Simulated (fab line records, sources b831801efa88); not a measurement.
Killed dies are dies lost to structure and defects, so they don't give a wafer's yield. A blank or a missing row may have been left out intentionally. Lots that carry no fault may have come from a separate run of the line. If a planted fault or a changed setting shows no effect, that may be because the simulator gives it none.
Problem report in the 8D (eight disciplines) form, filled by code + flow sky130 + the parts of the form that need people (team, actions taken, sign-off) are left out

## 1. PROBLEM STATEMENT
Wafers without a fault read 48.50 W, standard deviation 0.12; bias-w at SKY_LOCAL_INTERCONNECT_METAL_ETCH_14 reads a mean of 63.13 W on 3 wafers belonging to 2 lots. So: +99 or more standard deviations from the usual mean.
The step: etches TiN in Cl2/BCl3, stops on PSG, target depth 110 nm, time 31.4 s.
Earliest sighting: wafer L572.6 on rie-metal-04 at day 36 15:53. The record has a number at this step for 33 wafers belonging to 11 lots. Rule for "out" (also "out of limits"): further than 4 standard deviations from the usual mean. The other wafers with a number count as sound.

## 2. WHAT IT IS; WHAT IT IS NOT
| question                    | is                     | is not                                                                    |
|-----------------------------|------------------------|---------------------------------------------------------------------------|
| which readings at this step | bias-w                 | drypump-motor-current-A, throttle-valve-pct                               |
| which lots                  | L572, L575             | L557, L558, L561, L564, L565, L566, L569, L570, L574                      |
| which wafers of those lots  | L572.6, L575.1, L575.3 | L572.2, L572.3, L575.4                                                    |
| read on which tools         | rie-metal-04           | rie-metal-01, rie-metal-03                                                |
| when                        | from day 36 15:53      | up to then (26 sound wafers); but 4 sound wafers of L574, L575 came after |

## 3. THE SUSPECTS, EACH WITH WHAT RULES IT OUT
Counting: a tool at a process step up to the reading stays a suspect if it ran every lot that is out. Sound lots after the first of them don't rule it out here, since some wafers of a struck lot are sound.
- rie-metal-04 at SKY_LOCAL_INTERCONNECT_METAL_ETCH_14 (etches TiN in Cl2/BCl3, stops on PSG, target depth 110 nm, time 31.4 s): kept. Every lot that is out went through it, the first being L572 (day 36 15:53); the last sound lot it ran before that was L570 (day 36 04:44). Its own readings are out on those wafers: bias-w.
- Within rie-metal-04 at SKY_LOCAL_INTERCONNECT_METAL_ETCH_14: the wafers that are out ran in chamber 0; their sound lot-mates ran in chamber 1.
Left after counting: rie-metal-04 at SKY_LOCAL_INTERCONNECT_METAL_ETCH_14.

## 4. THE CAUSE (what the simulator had put in)
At SKY_LOCAL_INTERCONNECT_METAL_ETCH_14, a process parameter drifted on rie-metal-04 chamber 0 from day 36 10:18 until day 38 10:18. A move of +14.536 in setting bias-w, from 48.5. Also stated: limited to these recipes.
The count eliminated every tool but this one.

## 5. SEQUENCE OF EFFECTS, ordered by route
One row per reading whose mean, taken over the struck wafers that have a number, lies over 3 standard deviations from the usual. Scope: only readings with a usual standard deviation given in the record; hours: median across lots of the time from each lot's start at the first step in this table that gives one to its start at this step; sigmas: change in usual standard deviations.
| hours | step                                 | reading                  | usual   | on struck wafers | change | sigmas      |
|-------|--------------------------------------|--------------------------|---------|------------------|--------|-------------|
| 0     | SKY_LOCAL_INTERCONNECT_METAL_ETCH_14 | bias-w                   | 48.50 W | 63.13            | +14.63 | +99 or more |
| 0     | SKY_LOCAL_INTERCONNECT_STRIP_15      | strip-time-to-endpoint-s | 4.718 s | 4.656            | -0.062 | -3.3        |
The process steps in it:
- SKY_LOCAL_INTERCONNECT_METAL_ETCH_14: etches TiN in Cl2/BCl3, stops on PSG, target depth 110 nm, time 31.4 s.
- SKY_LOCAL_INTERCONNECT_STRIP_15: strips in O2/N2.
At these later measuring or inspecting steps, every struck wafer for which the step has a row has a number for every such reading, and none has moved that far: SKY_CONTACT_THK_MEAS_03.

## 6. WHAT WOULD HAVE CAUGHT IT SOONER
6 hours passed between the start of the fault at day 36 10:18 and the first reading out of limits in this record, taken at day 36 15:53.
